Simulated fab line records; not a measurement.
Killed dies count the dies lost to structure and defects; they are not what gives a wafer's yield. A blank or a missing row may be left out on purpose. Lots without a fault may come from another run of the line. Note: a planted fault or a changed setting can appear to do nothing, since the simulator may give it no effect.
Problem report, 8D (eight disciplines) form, completed by code + flow sky130 + the parts of the form that need people (team, actions taken, sign-off) are left out

## 1. THE ISSUE
At SKY_LOCAL_INTERCONNECT_COAT_05, spin speed rpm averages 2269.5 rpm over 6 wafers from 2 lots, while fault-free wafers read 3000.1 rpm, standard deviation 1.9. That is -99 or more standard deviations from the usual mean.
The step: resist thk 60 nm.
Earliest sighting: wafer L790.3 on litho track-03 at day 33 08:42. At this step, 42 wafers from 14 lots have a number in the record. The rule behind "out" and "out of limits": a value lying over 4 standard deviations away from the usual mean. All remaining wafers that have a number are taken as sound.

## 2. WHAT THIS IS AND IS NOT
| question                    | is                     | is not                                                                                       |
|-----------------------------|------------------------|----------------------------------------------------------------------------------------------|
| which readings at this step | spin speed rpm         | dispense pressure kPa                                                                        |
| which lots                  | L790, L793             | L779, L780, L781, L782, L783, L784, L785, L797, L798, L800, L801, L802                       |
| which wafers of those lots  | all that have a number | -                                                                                            |
| read on which tools         | litho track-03         | litho track-01, litho track-04                                                               |
| when                        | from day 33 08:42      | up to then (21 sound wafers); but 15 sound wafers of L797, L798, L800, L801, L802 came after |

## 3. SUSPECTS, AND WHAT RULES EACH OUT
Counting: a tool at a process step up to the reading stays a suspect if it ran every lot that is out and no sound lot after the first of them.
- cvd w-01 at SKY_LI_CONTACT_CVD_21 (deposits W, target thk 400 nm, time 120.56 s): ruled out as a lasting fault. Following L790 (day 32 19:40), the first lot on it that is out, the sound lots L802 were run on it.
- pvd sputter-03 at SKY_LOCAL_INTERCONNECT_SPUTTER_00 (material TiN, target thk 100 nm, time 83.3 s): kept. It processed each lot that is out, first L790 at day 32 20:14, and no sound lot thereafter; up to then, the last sound lot it processed was L784 at day 31 07:17.
- litho track-03 at SKY_LOCAL_INTERCONNECT_COAT_05 (resist thk 60 nm): ruled out as a lasting fault. Following L790 (day 33 08:42), the first lot on it that is out, the sound lots L801 were run on it.
Left after counting: pvd sputter-03 at SKY_LOCAL_INTERCONNECT_SPUTTER_00.

## 4. THE CAUSE (what the simulator had put in)
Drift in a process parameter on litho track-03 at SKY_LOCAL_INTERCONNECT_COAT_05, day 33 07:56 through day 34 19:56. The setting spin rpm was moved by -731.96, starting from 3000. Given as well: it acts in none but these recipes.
Counting ruled it out, wrongly.

## 5. THE EFFECT CHAIN, in route order
Each row: a reading where the mean over the struck wafers with a number is more than 3 standard deviations away from the usual. Scope: only readings with a usual standard deviation given in the record; hours: median across lots of the time from each lot's start at the first step in this table that gives one to its start at this step; sigmas: change in usual standard deviations.
| hours | step                            | reading                  | usual      | on struck wafers | change | sigmas      |
|-------|---------------------------------|--------------------------|------------|------------------|--------|-------------|
| 0     | SKY_LOCAL_INTERCONNECT_COAT_05  | spin speed rpm           | 3000.1 rpm | 2269.5           | -730.6 | -99 or more |
| 13    | SKY_LOCAL_INTERCONNECT_ETCH_13  | oes product au           | 0.855 a.u. | 0.927            | +0.072 | +15         |
| 14    | SKY_LOCAL_INTERCONNECT_STRIP_15 | strip time to endpoint s | 4.735 s    | 4.834            | +0.099 | +4.5        |
Its process steps:
- SKY_LOCAL_INTERCONNECT_COAT_05: resist thk 60 nm.
- SKY_LOCAL_INTERCONNECT_ETCH_13: etches BARC in N2/H2, stops on SiO2, time 45.9 s, target depth 60 nm.
- SKY_LOCAL_INTERCONNECT_STRIP_15: strips in O2/N2.

## 6. WHAT WOULD HAVE CAUGHT IT SOONER
In this record the first reading out of limits was taken at day 33 08:42, 1 hour after the fault began at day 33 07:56.
